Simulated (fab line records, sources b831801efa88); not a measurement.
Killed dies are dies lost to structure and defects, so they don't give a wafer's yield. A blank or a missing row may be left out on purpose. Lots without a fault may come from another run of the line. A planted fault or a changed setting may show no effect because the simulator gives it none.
A struck lot beside a sound one | flow sfq_line | 32 steps out of a route of 325
Sound: wafers L365.1, L365.2, L365.4. Struck: wafers L368.1, L368.4, L368.6. The cause comes at the end.
At each step with rows: each side's tool, then ch and its chambers, then its first start. Under that, the readings that differ: sound wafers | struck wafers | difference of the means | sigmas: that difference in standard deviations of wafers without a fault.
alike: readings whose means differ by less than 2 such deviations, and words and numbers that are the same on both sides. not compared: withheld readings, readings that some wafer has no value for, bounds like >300 that may hide the same value, and numbers for which the record gives no deviation and whose values overlap.
The two part at a step that has a row with sigmas, a row that says differs or no value, or rows on one side only. Numbers that don't overlap but have no deviation are shown without sigmas and don't part them. A reading that every wafer of one side lacks parts them only if that side has two wafers or more.

SFQ_INCOMING_BOW_MEAS_900:
  sound on film_metro-02, day 1 20:00; struck on film_metro-01, day 2 11:00
  alike: INCOMING_BOW
then, 1 step without rows for these wafers: SFQ_TRILAYER_INCOMING_OXIDATION_002 (target thk 500 nm, ox time 4939 s).
SFQ_TRILAYER_L0_DEP_SPUTTER_003: material MoNx KI, target thk 40 nm, time 100 s.
  sound on pvd_sputter-03, day 1 22:29; struck on pvd_sputter-03, day 2 13:29
  reading                                                  | sound                | struck               | difference | sigmas
  cathode_dc_power_W (W)                                   | 800.09 799.95 800.12 | 906.68 906.47 906.79 | +106.59    | +99 or more
  model.MoNx_KI_of_TRILAYER_L0_DEP_SPUTTER_003.thk_nm (nm) | 39.99 40.49 40.18    | 45.69 46.59 46.35    | +5.99      |
  alike: throttle_valve_pct
SFQ_L0_RS_MEAS_901: measures by four-point-probe.
  sound on film_metro-03, day 1 22:34; struck on film_metro-03, day 2 13:34
  reading                | sound          | struck         | difference | sigmas
  L0_MONX_KI_RS (ohm/sq) | 43.5 42.9 43.3 | 38.0 37.3 37.5 | -5.6       | -12
SFQ_L0_THK_MEAS_902: measures by xrf.
  sound on film_metro-03, day 1 22:41; struck on film_metro-03, day 2 13:41
  reading             | sound          | struck         | difference | sigmas
  L0_MONX_KI_THK (nm) | 40.1 40.5 40.3 | 45.7 47.1 46.6 | +6.2       | +13
then, 6 steps without rows for these wafers: SFQ_TRILAYER_L0_LITHO_COAT_010 (resist thk 62 nm); SFQ_TRILAYER_L0_LITHO_COAT_005 (resist thk 600 nm); SFQ_TRILAYER_L0_LITHO_SOFTBAKE_009; SFQ_TRILAYER_L0_LITHO_EXPOSE_006 (exposes mask L0, target cd 2000 nm); SFQ_TRILAYER_L0_LITHO_PEB_008 (peb time 60 s); SFQ_TRILAYER_L0_LITHO_DEVELOP_007 (time 60 s).
-- the record jumps here: 3 days lie between the struck wafers' starts before and after --
SFQ_TRILAYER_L0_BARC_OPEN_METAL_ETCH_010: etches BARC in O2, target depth 125 nm, time 41.7 s.
  sound on rie_metal-01 ch 0,1, day 4 23:55; struck on rie_metal-04 ch 0, day 5 16:13
  alike: drypump_motor_current_A, oes_product_au
  not compared: rf_hours_counter_h
SFQ_TRILAYER_L0_ETCH_METAL_ETCH_008: etches MoNx KI in SF6/O2, stops on SiO2, target depth 50 nm, time 25 s.
  sound on rie_metal-01 ch 0,1, day 4 23:58; struck on rie_metal-04 ch 0, day 5 16:16
  reading               | sound             | struck            | difference | sigmas
  oes_product_au (a.u.) | 0.880 0.875 0.877 | 0.947 0.959 0.955 | +0.076     | +10
  alike: drypump_motor_current_A
  not compared: rf_hours_counter_h
then, 9 steps without rows for these wafers: SFQ_TRILAYER_L0_STRIP_STRIP_009 (strips in O2); SFQ_TRILAYER_L0_STRIP_SOLV_CLEAN_010 (cleans in NMP, time 600 s); SFQ_TRILAYER_L0_CAP_PECVD_011 (deposits SiO2 from SiH4/N2O, time 13.333 s, target thk 60 nm); SFQ_TRILAYER_L0_VIA_LITHO_COAT_018 (resist thk 62 nm); SFQ_TRILAYER_L0_VIA_LITHO_COAT_013 (resist thk 650 nm); SFQ_TRILAYER_L0_VIA_LITHO_SOFTBAKE_017; SFQ_TRILAYER_L0_VIA_LITHO_EXPOSE_014 (exposes mask L0V, target cd 700 nm); SFQ_TRILAYER_L0_VIA_LITHO_PEB_016 (peb time 60 s); SFQ_TRILAYER_L0_VIA_LITHO_DEVELOP_015 (time 60 s).
-- the record jumps here: 4 days lie between the struck wafers' starts before and after --
SFQ_L0V_OVL_MEAS_903:
  sound on overlay-02, day 8 06:15; struck on overlay-02, day 9 10:58
  reading      | sound      | struck  | difference | sigmas
  L0V_OVL (nm) | -9 -13 -13 | -3 2 -3 | +10        | +2
SFQ_TRILAYER_L0_VIA_BARC_OPEN_VIA_ETCH_021: etches BARC in O2, target depth 125 nm, time 41.7 s.
  sound on rie_diel-03 ch 0,1,2, day 8 06:17; struck on rie_diel-03 ch 0,1,3, day 9 11:00
  alike: drypump_motor_current_A, oes_product_au
  not compared: rf_hours_counter_h
SFQ_TRILAYER_L0_VIA_ETCH_VIA_ETCH_016: etches SiO2 in CHF3, stops on MoNx KI, target depth 80 nm.
  sound on rie_diel-03 ch 0,1,2, day 8 06:19; struck on rie_diel-03 ch 0,1,3, day 9 11:02
  alike: drypump_motor_current_A, oes_product_au
SFQ_TRILAYER_L0_VIA_STRIP_STRIP_017: strips in O2.
  sound on rie_metal-04 ch 0,1, day 8 06:22; struck on rie_metal-03 ch 1, day 9 11:05
  alike: drypump_motor_current_A, oes_product_au
  not compared: rf_hours_counter_h
then, 2 steps without rows for these wafers: SFQ_TRILAYER_L0_VIA_STRIP_SOLV_CLEAN_018 (cleans in NMP, time 600 s); SFQ_TRILAYER_M0_DEP_PRE_CLEAN_020 (time 15 s).
SFQ_TRILAYER_M0_DEP_SPUTTER_019: material Nb, target thk 200 nm, time 133.3 s.
  sound on pvd_sputter-06, day 8 07:10; struck on pvd_sputter-06, day 9 11:53
  alike: cathode_dc_power_W, resputter_cathode_voltage_v, throttle_valve_pct
SFQ_M0_RS_MEAS_904: measures by four-point-probe.
  sound on film_metro-03, day 8 07:16; struck on film_metro-04, day 9 11:59
  alike: M0_NB_RS
then, 1 step without rows for these wafers: SFQ_TRILAYER_M0_LITHO_COAT_026 (resist thk 62 nm).
-- the record jumps here: 76 days lie between the struck wafers' starts before and after --
SFQ_M8_BOW_MEAS_951:
  sound on film_metro-02, day 84 14:14; struck on film_metro-02, day 85 01:43
  reading                  | sound             | struck            | difference | sigmas
  model.etest.l0.ohm_sq    | 43.43 42.9 43.24  | 38.02 37.29 37.48 | -5.59      |
  model.etest.l0v.link_ohm | 44.33 43.8 44.15  | 38.91 38.19 38.38 | -5.60      |
  model.etest.l0.ohm_um    | 21.73 21.45 21.61 | 18.99 18.64 18.74 | -2.81      |
  alike: M8_BOW

WHERE THEY PART
First at SFQ_TRILAYER_L0_DEP_SPUTTER_003; last, within this record, at SFQ_L0V_OVL_MEAS_903. Later steps at which nothing parts them and some readings are alike: SFQ_TRILAYER_L0_VIA_BARC_OPEN_VIA_ETCH_021, SFQ_TRILAYER_L0_VIA_ETCH_VIA_ETCH_016, SFQ_TRILAYER_L0_VIA_STRIP_STRIP_017, SFQ_TRILAYER_M0_DEP_SPUTTER_019, SFQ_M0_RS_MEAS_904, SFQ_M8_BOW_MEAS_951.

WHY: what the simulator had put in
Process parameter drift: pvd_sputter-03, from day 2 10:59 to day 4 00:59, at SFQ_TRILAYER_L0_DEP_SPUTTER_003. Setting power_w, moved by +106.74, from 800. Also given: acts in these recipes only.
